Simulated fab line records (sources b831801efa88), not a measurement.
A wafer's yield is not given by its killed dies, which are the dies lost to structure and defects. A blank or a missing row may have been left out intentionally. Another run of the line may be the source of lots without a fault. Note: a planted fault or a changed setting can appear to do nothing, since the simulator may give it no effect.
fab line records -- flow sky130
[record] lots = 12, wafers = 36, lastDay = 50
route steps=708 shown PWDE@53 VT_ADJUST_PCH@150 METAL1@451
lots that met no fault: from a run of the same line without faults
startH: the number of hours between the record's first day and the start of the first shown wafer of the lot -- waitH: time in hours since the lot's previous step -- " identical to the entry in the row above -- L1.1+2: a single row standing in for several wafers -- - no value, or no start was given -- * or withheld: withheld -- < > ~ a bound
route shown NAME@n: NAME is a module with steps in the file, n the number in the route of the first one -- usual: mean and standard deviation over wafers with no fault -- same: alike in all rows -- chamber/n: place in a boat -- sites: the reading at each site -- _std_site: the values' standard deviation -- _edge_site: mean of outer sites minus mean of inner sites -- radiusMm: how far each site lies from the wafer's centre -- mask NAME#n: copy n -- behind: the tool/chamber that last shaped the wafer -- hold: cause of the lot's hold/its duration in hours/its outcome -- device: names the non-switching transistor (n, p or np) -- end of line: at the end of the route, the tests of the same wafers -- a step with no rows: only its recipe -- killed: count of dies lost to structure and defects at first sort (not the wafer's yield) -- map: the dies of a wafer, with x for killed, . for not killed, _ for no die there
set.NAME: the setting the step ran with; set.NAME@STEP: the setting that earlier step ran with -- model.NAME: the simulator's own value behind a step, which no gauge read
steps of the route over a sample of lots; a table a step, a row a wafer
services: when a tool's chamber went out of use (startH, in hours from the record's first day, below 0 if earlier), for how many hours, and the reason
[[steps]]
[step SKY_PWDE_IMPLANT_08]
[recipe] species = B, energyKev = 150, doseCm2 = 3.6e+12, tiltDeg = withheld
[usual] doseIonsCm2 = 3.6e+12/4.2e+09
lot.wafer,tool,chamber,startH,waitH,doseIonsCm2
L501.2,implanter-04,0,65.12,0.0,3.603e+12
L501.3,implanter-04,0,65.12,0.0,3.604e+12
L501.4,implanter-04,0,65.12,0.0,3.595e+12
L503.2,implanter-04,0,76.08,0.0,3.596e+12
L503.5,implanter-04,0,76.08,0.0,3.604e+12
L503.6,implanter-04,0,76.08,0.0,3.6e+12
L504.1,implanter-04,0,80.81,0.0,3.605e+12
L504.4,implanter-04,0,80.81,0.0,3.601e+12
L504.6,implanter-04,0,80.81,0.0,3.601e+12
L507.1,implanter-04,0,97.99,0.0,3.606e+12
L507.3,implanter-04,0,97.99,0.0,3.602e+12
L507.4,implanter-04,0,97.99,0.0,3.597e+12
L508.2,implanter-01,0,104.56,0.0,3.604e+12
L508.3,implanter-01,0,104.56,0.0,3.608e+12
L508.4,implanter-01,0,104.56,0.0,3.595e+12
L511.2,implanter-03,0,120.92,0.0,3.593e+12
L511.3,implanter-03,0,120.92,0.0,3.599e+12
L511.5,implanter-03,0,120.92,0.0,3.595e+12
L515.1,implanter-01,0,142.99,0.0,3.524e+12
L515.3,implanter-01,0,142.99,0.0,3.527e+12
L515.5,implanter-01,0,142.99,0.0,3.518e+12
L517.1,implanter-01,0,156.64,0.0,3.515e+12
L517.2,implanter-01,0,156.64,0.0,3.51e+12
L517.6,implanter-01,0,156.64,0.0,3.512e+12
L519.1,implanter-03,0,164.56,0.0,3.601e+12
L519.3,implanter-03,0,164.56,0.0,3.605e+12
L519.5,implanter-03,0,164.56,0.0,3.598e+12
L521.1,implanter-03,0,182.24,0.0,3.597e+12
L521.5,implanter-03,0,182.24,0.0,3.6e+12
L521.6,implanter-03,0,182.24,0.0,3.606e+12
L523.3,implanter-03,0,188.51,0.1,3.6e+12
L523.4,implanter-03,0,188.51,0.1,3.603e+12
L523.6,implanter-03,0,188.51,0.1,3.602e+12
L524.2,implanter-03,0,197.57,0.0,3.594e+12
L524.3,implanter-03,0,197.57,0.0,3.599e+12
L524.5,implanter-03,0,197.57,0.0,3.598e+12
[step SKY_NWELL_RS_MEAS_31]
[recipe] thkMeasGauge = four-point-probe
[usual] PWDE_RS = 5279/17
lot.wafer,tool,chamber,startH,waitH,PWDE_RS[ohm/sq]
L501.2,filmMetro-03,-,98.98,0.1,5305
L501.3,filmMetro-03,-,98.98,0.1,5297
L501.4,filmMetro-03,-,98.98,0.1,5299
L503.2,filmMetro-02,-,111.10,0.1,5274
L503.5,filmMetro-02,-,111.10,0.1,5288
L503.6,filmMetro-02,-,111.10,0.1,5257
L504.1,filmMetro-01,-,116.54,0.1,5297
L504.4,filmMetro-01,-,116.54,0.1,5312
L504.6,filmMetro-01,-,116.54,0.1,5299
L507.1,filmMetro-01,-,134.59,0.1,5299
L507.3,filmMetro-01,-,134.59,0.1,5272
L507.4,filmMetro-01,-,134.59,0.1,5283
L508.2,filmMetro-03,-,140.30,0.1,5263
L508.3,filmMetro-03,-,140.30,0.1,5254
L508.4,filmMetro-03,-,140.30,0.1,5258
L511.2,filmMetro-01,-,159.60,0.1,5302
L511.3,filmMetro-01,-,159.60,0.1,5293
L511.5,filmMetro-01,-,159.60,0.1,5297
L515.1,filmMetro-01,-,183.64,0.1,5393
L515.3,filmMetro-01,-,183.64,0.1,5393
L515.5,filmMetro-01,-,183.64,0.1,5389
L517.1,filmMetro-03,-,199.22,0.1,5381
L517.2,filmMetro-03,-,199.22,0.1,5372
L517.6,filmMetro-03,-,199.22,0.1,5368
L519.1,filmMetro-01,-,209.15,0.1,5308
L519.3,filmMetro-01,-,209.15,0.1,5311
L519.5,filmMetro-01,-,209.15,0.1,5300
L521.1,filmMetro-02,-,227.46,0.1,5244
L521.5,filmMetro-02,-,227.46,0.1,5259
L521.6,filmMetro-02,-,227.46,0.1,5245
L523.3,filmMetro-02,-,233.77,0.1,5248
L523.4,filmMetro-02,-,233.77,0.1,5260
L523.6,filmMetro-02,-,233.77,0.1,5266
L524.2,filmMetro-03,-,244.58,0.1,5249
L524.3,filmMetro-03,-,244.58,0.1,5256
L524.5,filmMetro-03,-,244.58,0.1,5273
[step SKY_VT_ADJUST_PCH_OVL_MEAS_07]
[usual] VT_ADJUST_PCH_OVL = 0.9/1.3
lot.wafer,tool,chamber,startH,waitH,VT_ADJUST_PCH_OVL[nm]
L501.2,overlay-02,-,217.60,-,1.3
L501.3,overlay-02,-,217.60,-,-0.5
L501.4,overlay-02,-,217.60,-,0.2
L503.2,overlay-01,-,232.65,-,0.6
L503.5,overlay-01,-,232.65,-,2.3
L503.6,overlay-01,-,232.65,-,-1.1
L504.1,overlay-01,-,239.19,-,2.5
L504.4,overlay-01,-,239.19,-,1.7
L504.6,overlay-01,-,239.19,-,1.1
L507.1,overlay-02,-,265.54,-,1.5
L507.3,overlay-02,-,265.54,-,0.4
L507.4,overlay-02,-,265.54,-,1.5
L508.2,overlay-01,-,273.30,-,-2.1
L508.3,overlay-01,-,273.30,-,-2.3
L508.4,overlay-01,-,273.30,-,0.4
L511.2,overlay-02,-,296.56,-,1.5
L511.3,overlay-02,-,296.56,-,1.2
L511.5,overlay-02,-,296.56,-,3.2
L515.1,overlay-02,-,327.99,-,2.1
L515.3,overlay-02,-,327.99,-,2.0
L515.5,overlay-02,-,327.99,-,-0.1
L517.1,overlay-01,-,347.09,-,-1.4
L517.2,overlay-01,-,347.09,-,-0.6
L517.6,overlay-01,-,347.09,-,-1.3
L519.1,overlay-02,-,357.59,-,0.9
L519.3,overlay-02,-,357.59,-,0.0
L519.5,overlay-02,-,357.59,-,2.2
L521.1,overlay-01,-,381.75,-,0.5
L521.5,overlay-01,-,381.75,-,0.4
L521.6,overlay-01,-,381.75,-,0.5
L523.3,overlay-02,-,390.45,-,0.9
L523.4,overlay-02,-,390.45,-,0.9
L523.6,overlay-02,-,390.45,-,1.2
L524.2,overlay-02,-,405.98,-,1.5
L524.3,overlay-02,-,405.98,-,2.9
L524.5,overlay-02,-,405.98,-,1.6
[step SKY_METAL1_DESCUM_17]
[recipe] chemistry = O2, sourcePowerW = 150, biasPowerW = 0, pressureMtorr = 10, tempC = 40, timeS = 8
[usual] drypumpMotorCurrentA = 5.33/0.27, oesProductAu = 0.997/0.014
lot.wafer,tool,chamber,startH,waitH,drypumpMotorCurrentA,oesProductAu,rfHoursCounterH
L501.2,rieMetal-04,1,759.41,0.0,5.06,1.009,8
L501.3,rieMetal-04,1,759.41,0.0,5.07,0.992,-
L501.4,rieMetal-04,0,759.41,0.0,5.13,1.003,-
L504.1,rieMetal-01,0,772.61,0.0,5.93,1.001,14
L504.4,rieMetal-01,0,772.61,0.0,5.94,0.997,-
L504.6,rieMetal-01,0,772.61,0.0,5.93,0.998,-
L503.2,rieMetal-01,0,778.96,0.0,5.92,0.998,15
L503.5,rieMetal-01,1,778.96,0.0,5.48,1.007,-
L503.6,rieMetal-01,0,778.96,0.0,5.93,1.006,-
L507.1,rieMetal-02,0,803.66,0.0,5.37,0.973,11
L507.3,rieMetal-02,1,803.66,0.0,5.32,1.018,-
L507.4,rieMetal-02,0,803.66,0.0,5.40,0.982,-
L508.2,rieMetal-01,1,818.01,0.0,5.45,0.995,14
L508.3,rieMetal-01,0,818.01,0.0,5.95,1.007,-
L508.4,rieMetal-01,1,818.01,0.0,5.46,0.994,-
L511.2,rieMetal-04,0,838.86,0.0,5.13,1.009,15
L511.3,rieMetal-04,0,838.86,0.0,5.12,1.010,-
L511.5,rieMetal-04,0,838.86,0.0,5.13,0.997,-
L515.1,rieMetal-04,0,870.66,0.0,5.14,1.000,17
L515.3,rieMetal-04,1,870.66,0.0,5.05,0.997,-
L515.5,rieMetal-04,1,870.66,0.0,5.05,0.998,-
L517.1,rieMetal-01,0,887.38,0.0,5.94,0.990,2
L517.2,rieMetal-01,1,887.38,0.0,5.45,0.992,18
L517.6,rieMetal-01,0,887.38,0.0,5.94,0.977,-
L519.1,rieMetal-01,0,893.93,0.0,5.93,0.983,2
L519.3,rieMetal-01,1,893.93,0.0,5.45,0.999,-
L519.5,rieMetal-01,0,893.93,0.0,5.92,0.982,-
L521.1,rieMetal-02,1,919.68,0.0,5.33,1.024,12
L521.5,rieMetal-02,1,919.68,0.0,5.34,1.022,-
L521.6,rieMetal-02,0,919.68,0.0,5.37,0.984,-
L523.3,rieMetal-02,1,928.52,0.0,5.30,1.010,-
L523.4,rieMetal-02,0,928.52,0.0,5.34,0.975,-
L523.6,rieMetal-02,1,928.52,0.0,5.31,1.019,-
L524.2,rieMetal-02,1,941.07,0.0,5.31,1.016,-
L524.3,rieMetal-02,1,941.07,0.0,5.31,1.019,-
L524.5,rieMetal-02,1,941.07,0.0,5.29,1.017,-
[step SKY_METAL1_ETCH_18]
[recipe] chemistry = N2/H2, target = BARC, ionEnergyEv = 200, biasW = 100, pressureMtorr = 30, n2FlowSccm = 100, h2FlowSccm = 200, icpW = 500, stopOn = SiO2, timeS = 45.9, targetDepthA = 600
[usual] biasW = 100.0/0.35, drypumpMotorCurrentA = 5.34/0.27, n2FlowSccm = 100.0/0.32, oesProductAu = 0.854/0.0048, throttleValvePct = 13.225/0.0094
lot.wafer,tool,chamber,startH,waitH,biasW,drypumpMotorCurrentA,n2FlowSccm,oesProductAu,rfHoursCounterH,throttleValvePct
L501.2,rieMetal-04,1,759.44,0.0,100.1,5.04,100.1,0.853,8,13.219
L501.3,rieMetal-04,1,759.44,0.0,99.8,5.06,99.8,0.854,-,13.220
L501.4,rieMetal-04,0,759.44,0.0,99.9,5.14,99.9,0.855,-,13.212
L504.1,rieMetal-01,0,772.64,0.0,99.7,5.96,100.3,0.855,14,13.218
L504.4,rieMetal-01,0,772.64,0.0,100.3,5.97,99.8,0.849,-,13.221
L504.6,rieMetal-01,0,772.64,0.0,99.6,5.95,99.9,0.844,-,13.224
L503.2,rieMetal-01,0,778.99,0.0,99.7,5.90,99.7,0.854,15,13.231
L503.5,rieMetal-01,1,778.99,0.0,99.4,5.47,100.1,0.856,-,13.222
L503.6,rieMetal-01,0,778.99,0.0,99.9,5.97,100.3,0.853,-,13.226
L507.1,rieMetal-02,0,803.69,0.0,99.7,5.37,99.8,0.852,11,13.238
L507.3,rieMetal-02,1,803.69,0.0,100.2,5.33,99.9,0.858,-,13.214
L507.4,rieMetal-02,0,803.69,0.0,100.4,5.36,100.0,0.854,-,13.229
L508.2,rieMetal-01,1,818.05,0.0,100.4,5.47,100.0,0.865,14,13.215
L508.3,rieMetal-01,0,818.05,0.0,99.6,5.97,99.9,0.865,-,13.230
L508.4,rieMetal-01,1,818.05,0.0,100.0,5.48,99.7,0.851,-,13.223
L511.2,rieMetal-04,0,838.89,0.0,101.1,5.14,99.9,0.863,15,13.229
L511.3,rieMetal-04,0,838.89,0.0,100.6,5.13,100.2,0.847,-,13.237
L511.5,rieMetal-04,0,838.89,0.0,100.5,5.12,100.4,0.860,-,13.225
L515.1,rieMetal-04,0,870.69,0.0,100.0,5.15,99.7,0.853,17,13.230
L515.3,rieMetal-04,1,870.69,0.0,99.9,5.06,100.4,0.863,-,13.221
L515.5,rieMetal-04,1,870.69,0.0,99.5,5.05,99.8,0.852,-,13.226
L517.1,rieMetal-01,0,887.41,0.0,100.2,5.96,100.0,0.852,2,13.231
L517.2,rieMetal-01,1,887.41,0.0,100.3,5.46,99.9,0.853,18,13.228
L517.6,rieMetal-01,0,887.41,0.0,99.6,5.95,99.9,0.856,-,13.223
L519.1,rieMetal-01,0,893.96,0.0,100.2,5.94,100.2,0.848,2,13.226
L519.3,rieMetal-01,1,893.96,0.0,100.6,5.46,100.1,0.855,-,13.211
L519.5,rieMetal-01,0,893.96,0.0,100.0,5.92,99.9,0.849,-,13.214
L521.1,rieMetal-02,1,919.71,0.0,100.5,5.34,100.5,0.853,12,13.246
L521.5,rieMetal-02,1,919.71,0.0,100.2,5.33,99.8,0.849,-,13.212
L521.6,rieMetal-02,0,919.71,0.0,100.0,5.35,100.5,0.850,-,13.236
L523.3,rieMetal-02,1,928.56,0.0,100.3,5.31,99.6,0.861,-,13.218
L523.4,rieMetal-02,0,928.56,0.0,100.3,5.36,100.4,0.862,-,13.212
L523.6,rieMetal-02,1,928.56,0.0,100.0,5.33,100.1,0.854,-,13.228
L524.2,rieMetal-02,1,941.17,0.1,100.0,5.30,99.3,0.855,-,13.236
L524.3,rieMetal-02,1,941.17,0.1,99.7,5.34,100.0,0.858,-,13.215
L524.5,rieMetal-02,1,941.17,0.1,99.9,5.29,100.1,0.856,-,13.227
[[services]]
tool,chamber,startH,hours,kind
rieMetal-01,-,42.48,1.4,pm
rieMetal-01,0,83.20,1.3,repair
rieMetal-04,1,87.97,6.1,repair
rieMetal-04,1,148.22,9.2,repair
rieMetal-01,-,164.31,1.5,repair
rieMetal-04,-,199.95,14.6,pm
rieMetal-04,1,218.88,6.0,repair
rieMetal-01,-,226.01,2.8,pm
rieMetal-01,1,277.58,11.9,repair
rieMetal-02,-,305.36,2.8,pm
rieMetal-02,-,334.64,1.5,repair
rieMetal-04,-,353.81,1.5,repair
rieMetal-02,0,386.11,3.0,repair
rieMetal-01,-,388.91,14.6,pm
rieMetal-04,1,446.19,58.9,repair
rieMetal-02,-,468.70,0.8,repair
rieMetal-04,-,473.25,2.8,pm
rieMetal-02,1,490.29,1.3,repair
rieMetal-01,1,517.07,1.3,repair
rieMetal-02,-,545.85,2.0,repair
rieMetal-01,-,595.80,1.5,repair
rieMetal-02,-,721.68,1.4,pm
rieMetal-01,1,819.97,3.6,repair
rieMetal-02,-,840.27,11.4,repair
[[key]]
[firstSign] step = SKY_PWDE_IMPLANT_08, reading = doseIonsCm2, direction = down, sigmas = 20, usual = *, struck = *
[effect] step = SKY_NWELL_RS_MEAS_31, reading = PWDE_RS, direction = up, sigmas = 5.9, usual = 5279, struck = 5382
metAt SKY_PWDE_IMPLANT_08
struckLots L515,L517
testerLeftOut L515,L517
notActingAt SKY_VT_ADJUST_PCH_OVL_MEAS_07,SKY_METAL1_DESCUM_17,SKY_METAL1_ETCH_18
onsetBetween 104.56 142.99
[fault] kind = processParameterDrift, tool = implanter-01, chamber = -, onsetH = 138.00, steps = SKY_PWDE_IMPLANT_08, channel = doseCm2, offset = *, shape = step, endH = 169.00, actsIn = *, stated = *
// testerLeftOut: of these lots the tester's yield and bins aren't shown, on N5 and GAA mostly nor the transistor test; their killed dies are dies lost to structure and defects alone, not to doping, threshold or leakage, so they don't give the yield
